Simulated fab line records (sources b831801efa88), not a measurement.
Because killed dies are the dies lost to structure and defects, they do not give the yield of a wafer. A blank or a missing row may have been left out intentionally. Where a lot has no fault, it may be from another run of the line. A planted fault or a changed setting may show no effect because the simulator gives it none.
Which tool was responsible? :: flow sky130 :: 10 lots, 30 wafers sampled, at 2 steps of a route of 708

== WHAT EACH GAUGE READ, for each wafer ==
SKY_VIA2_THK_MEAS_01.
lot: L206
measured: day 35 22:01
on: filmMetro-04
VIA2_HDPCVD_THK (nm): 1176 1195 1196

lot: L207
measured: day 36 18:11
on: filmMetro-04
VIA2_HDPCVD_THK (nm): 1199 1190 1189

lot: L209
measured: day 37 04:19
on: filmMetro-01
VIA2_HDPCVD_THK (nm): 1176 1165 1182

lot: L214
measured: day 38 15:18
on: filmMetro-04
VIA2_HDPCVD_THK (nm): 1202 1187 1179

lot: L215
measured: day 38 20:38
on: filmMetro-01
VIA2_HDPCVD_THK (nm): 1160 1160 1170

lot: L216
measured: day 39 06:37
on: filmMetro-04
VIA2_HDPCVD_THK (nm): 1170 1184 1167

lot: L220
measured: day 40 15:04
on: filmMetro-03
VIA2_HDPCVD_THK (nm): 1178 1172 1171

lot: L222
measured: day 41 02:37
on: filmMetro-01
VIA2_HDPCVD_THK (nm): 1206 1176 1194

lot: L223
measured: day 41 09:10
on: filmMetro-04
VIA2_HDPCVD_THK (nm): 1188 1211 1186

lot: L225
measured: day 42 00:10
on: filmMetro-04
VIA2_HDPCVD_THK (nm): 1151 1158 1154

== WHICH TOOL RAN EACH LOT (tool, then ch and the chambers of the sampled wafers, then the start) ==
lot: L206
SKY_METAL2_METAL_ETCH_19: rieMetal-02 ch 0, day 35 21:08

lot: L207
SKY_METAL2_METAL_ETCH_19: rieMetal-04 ch 0,1, day 36 17:21

lot: L209
SKY_METAL2_METAL_ETCH_19: rieMetal-03 ch 0,1, day 37 03:31

lot: L214
SKY_METAL2_METAL_ETCH_19: rieMetal-04 ch 0,1, day 38 14:27

lot: L215
SKY_METAL2_METAL_ETCH_19: rieMetal-04 ch 0, day 38 19:44

lot: L216
SKY_METAL2_METAL_ETCH_19: rieMetal-02 ch 0,1, day 39 05:44

lot: L220
SKY_METAL2_METAL_ETCH_19: rieMetal-04 ch 0, day 40 13:53

lot: L222
SKY_METAL2_METAL_ETCH_19: rieMetal-03 ch 0, day 41 01:44

lot: L223
SKY_METAL2_METAL_ETCH_19: rieMetal-04 ch 0, day 41 08:17

lot: L225
SKY_METAL2_METAL_ETCH_19: rieMetal-04 ch 0, day 41 23:17
- SKY_METAL2_METAL_ETCH_19: etches the open film in Cl2/BCl3, stops on SiO2, target depth 360 nm, time 78 s.

== THE ANSWER, worked out from the rows above alone ==
Rule: what is usual is taken from the lots themselves. Put in order of their means at a reading, lots are off if they are a third of the lots or fewer, leave a main group of 4 or more, and stand apart from it by a gap of 3 or more times the standard deviation of the main group's means; of several such gaps the widest counts. The tables above print the reading to a certain number of digits; a main group whose means all agree to those digits is not used. A lot without any number at a reading at which 4 lots or more have one is off too. Where the step has rows for the other lots, those lots are counted as sound.
No lot is off at any reading shown: from this, nothing can be told.

== WHAT THE SIMULATOR HAD PUT IN ==
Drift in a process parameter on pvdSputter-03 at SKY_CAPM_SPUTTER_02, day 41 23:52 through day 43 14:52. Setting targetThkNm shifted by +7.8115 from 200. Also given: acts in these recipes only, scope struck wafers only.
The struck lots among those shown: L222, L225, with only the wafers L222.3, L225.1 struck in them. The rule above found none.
